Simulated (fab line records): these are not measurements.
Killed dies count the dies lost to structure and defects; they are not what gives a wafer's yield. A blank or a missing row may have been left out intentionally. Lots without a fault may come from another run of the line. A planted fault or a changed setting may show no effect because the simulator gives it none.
Problem report, 8D (eight disciplines) form, completed by code ; flow gf180mcu ; the parts of the form that need people (team, actions taken, sign-off) are left out

## 1. THE PROBLEM
heater power total W at GF_V2_SOFTBAKE_10 reads a mean of 93.81 W on 4 wafers of 2 lots; wafers without a fault read 93.05 W with a standard deviation of 0.053. Relative to the usual mean, that is a shift of +14 standard deviations.
The step: time 60 s.
Earliest sighting: wafer L389.1 on litho track-03 at day 26 18:00. The record has a number at this step for 37 wafers belonging to 13 lots. By rule, "out" or "out of limits" means more than 4 standard deviations away from the usual mean. The other wafers with a number count as sound.

## 2. WHAT IT IS, WHAT IT ISN'T
question;is;is not
which readings at this step;heater power total W, plate temp C;-
which lots;L389, L391;L370, L372, L374, L376, L379, L380, L381, L383, L384, L385, L387
which wafers of those lots;all that have a number;-
read on which tools;litho track-03;litho track-01, litho track-04
when;from day 26 18:00;up to then (33 sound wafers)

## 3. WHAT RULES OUT EACH SUSPECT
Counting: a tool at a process step up to the reading stays a suspect if it ran every lot that is out and no sound lot after the first of them.
- pecvd-02 at GF_V2_CVD_02 (deposits SiO2 from TEOS, target thk 850 nm, time 94.851 s): kept. All lots that are out passed through it, beginning with L389 at day 26 08:05, and no sound lot followed; its final sound lot before that point was L385 at day 24 20:57.
- litho track-03 at GF_V2_SOFTBAKE_10 (time 60 s): kept. All lots that are out passed through it, beginning with L389 at day 26 18:00, and no sound lot followed; its final sound lot before that point was L387 at day 26 01:00. Its own readings are out on those wafers: heater power total W, plate temp C.
What counting leaves: pecvd-02 at GF_V2_CVD_02 and litho track-03 at GF_V2_SOFTBAKE_10.

## 4. THE CAUSE (what the simulator had put in)
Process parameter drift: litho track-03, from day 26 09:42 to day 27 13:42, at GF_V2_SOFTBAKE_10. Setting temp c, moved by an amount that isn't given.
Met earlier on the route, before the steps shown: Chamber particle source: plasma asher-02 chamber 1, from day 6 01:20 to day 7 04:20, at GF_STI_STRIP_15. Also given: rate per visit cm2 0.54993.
Counting leaves 2 suspects; this tool is one of them.

## 5. SEQUENCE OF EFFECTS, ordered by route
One row per reading whose mean, taken over the struck wafers that have a number, lies over 3 standard deviations from the usual. Only readings for which the record gives a usual standard deviation are gone through. hours: the time from each lot's start at the first step in this table that gives one to its start at this step, as a median over the lots. sigmas: the change in usual standard deviations.
hours;step;reading;usual;on struck wafers;change;sigmas
0;GF_V2_SOFTBAKE_10;heater power total W;93.05 W;93.81;+0.77;+14
0;GF_V2_SOFTBAKE_10;plate temp C;130.01 C;130.80;+0.79;+6.0
Process steps it contains:
- GF_V2_SOFTBAKE_10: time 60 s.

## 6. HOW IT WOULD HAVE BEEN CAUGHT EARLIER
8 hours passed between the start of the fault at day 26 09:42 and the first reading out of limits in this record, taken at day 26 18:00.
